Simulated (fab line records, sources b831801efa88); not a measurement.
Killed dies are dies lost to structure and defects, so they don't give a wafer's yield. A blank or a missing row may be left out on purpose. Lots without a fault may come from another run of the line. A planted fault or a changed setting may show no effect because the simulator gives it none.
Chamber matching | flow sky130 | SKY_CONTACT_CVD_00 on pecvd-02: 3 sister chambers
The step deposits Si3N4, target thk 75 nm. 3 wafers are shown with their chamber, then 8 later ones without.

WAFERS WITH THEIR CHAMBER
wafer  | chamber | heater_power_w (W)
L083.3 | 2       | 814
L083.6 | 1       | 731
L086.1 | 0       | 717

WAFERS WITHOUT THEIR CHAMBER
wafer  | heater_power_w (W)
L086.2 | 871
L086.6 | 724
L094.1 | 639
L094.4 | 662
L094.5 | 781
L097.1 | 654
L097.2 | 825
L097.3 | 794

WHICH CHAMBER EACH WENT THROUGH
wafer  | from the rows above          | in truth
L086.2 | can't be placed: 2 or 1      | 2
L086.6 | can't be placed: 0 or 1 or 2 | 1
L094.1 | can't be placed: 0 or 1      | 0
L094.4 | can't be placed: 0 or 1      | 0
L094.5 | can't be placed: 2 or 1 or 0 | 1
L097.1 | can't be placed: 0 or 1      | 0
L097.2 | can't be placed: 2 or 1      | 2
L097.3 | can't be placed: 2 or 1 or 0 | 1
Placed correctly: 0 of 8. Can't be placed from these rows: 8 (the true chamber is among the candidates in 8). Placed wrongly: 0.
How it was worked out, from the rows above alone: a wafer's distance from a chamber is the root of the sum, over the readings, of the square of ((its reading less the chamber's mean) divided by the reading's scatter). The wafer belongs to the nearest chamber; if the next one is less than 2 further off, it can't be placed. A chamber's mean is the mean of its shown wafers. The scatter: with one shown wafer a chamber, the root of the mean of the squares of how far each hidden wafer lies from its nearest shown one.
